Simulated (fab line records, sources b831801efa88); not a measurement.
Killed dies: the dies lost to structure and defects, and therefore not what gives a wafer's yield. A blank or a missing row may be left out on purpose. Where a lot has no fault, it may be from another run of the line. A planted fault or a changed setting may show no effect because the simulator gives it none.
A single fault, viewed from 2 desks ; flow sky130 ; what lay behind the numbers comes last; until then each desk has only its own

## FROM THE METROLOGY DESK
What the gauges read, lot by lot, whatever tool the lot ran on: means of the sampled wafers that have a number. If a lot's mean is further than 4 standard deviations from the usual mean, the lot is out of limits and carries the mark OUT (the distance appears in the brackets).
Columns: A = LI_CONTACT_HDPCVD_THK at SKY_LI_CONTACT_THK_MEAS_01, usual 926 nm; B = VIA3_HDPCVD_THK at SKY_VIA3_THK_MEAS_01, usual 1616 nm
lot;first seen here;A;B
L468;day 28 03:48;923;1630
L469;day 28 11:40;932;1638
L470;day 29 07:53;914;1622
L474;day 30 14:21;928;1618
L475;day 30 22:06;921;1607
L476;day 31 07:37;935;1601
L477;day 31 08:49;913;1605
L479;day 31 18:13;919;1605
L481;day 32 12:50;914;1503 (-6.3) OUT
L482;day 32 23:41;928;1496 (-6.6) OUT
L489;day 34 19:49;932;1633
Finding of this desk: L481, L482 out of limits, first seen on L481 at day 42 15:03 (VIA3_HDPCVD_THK at SKY_VIA3_THK_MEAS_01). L468, L469, L470, L474, L475, L476, L477, L479, L489 stayed within limits.

## THE TOOL OWNER'S DESK: hdpcvd-01
The tool's own readings at SKY_VIA3_HDPCVD_00 (deposits SiO2, target thk 1635 nm, time 268.6 s): means of the sampled wafers that have a number, for each lot that ran on this tool. If a lot's mean is further than 4 standard deviations from the usual mean, the lot is out of limits and carries the mark OUT (the distance appears in the brackets).
Columns: A = sih4-flow-sccm at SKY_VIA3_HDPCVD_00, usual 60.01 sccm
lot;first seen here;A
L468;day 38 17:50;60.03
L474;day 40 22:57;60.14
L475;day 41 06:06;60.00
L476;day 41 15:33;59.89
L481;day 42 14:53;56.00 (-24) OUT
L482;day 43 00:44;55.99 (-24) OUT
This desk finds L481, L482 out of limits, L481 being first, at day 42 14:53 (sih4-flow-sccm at SKY_VIA3_HDPCVD_00). L468, L474, L475, L476 stayed within limits.

## BROUGHT TOGETHER
On L481, L482, at day 42 14:53, an alarm was possible from the tool owner's desk.
The metrology desk could have raised an alarm at day 42 15:03, on L481, L482.
The lots listed all ran SKY_VIA3_HDPCVD_00 on hdpcvd-01.

## WHAT WAS PUT IN BY THE SIMULATOR
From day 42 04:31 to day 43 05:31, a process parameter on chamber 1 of hdpcvd-01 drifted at SKY_VIA3_HDPCVD_00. Setting sih4-flow-sccm shifted by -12 from 60. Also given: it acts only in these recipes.
Lots struck among those shown: L481, L482.
Delay (hours) between the fault's onset and each desk's first out-of-limits reading: 10 at the tool owner's desk, 11 at the metrology desk.
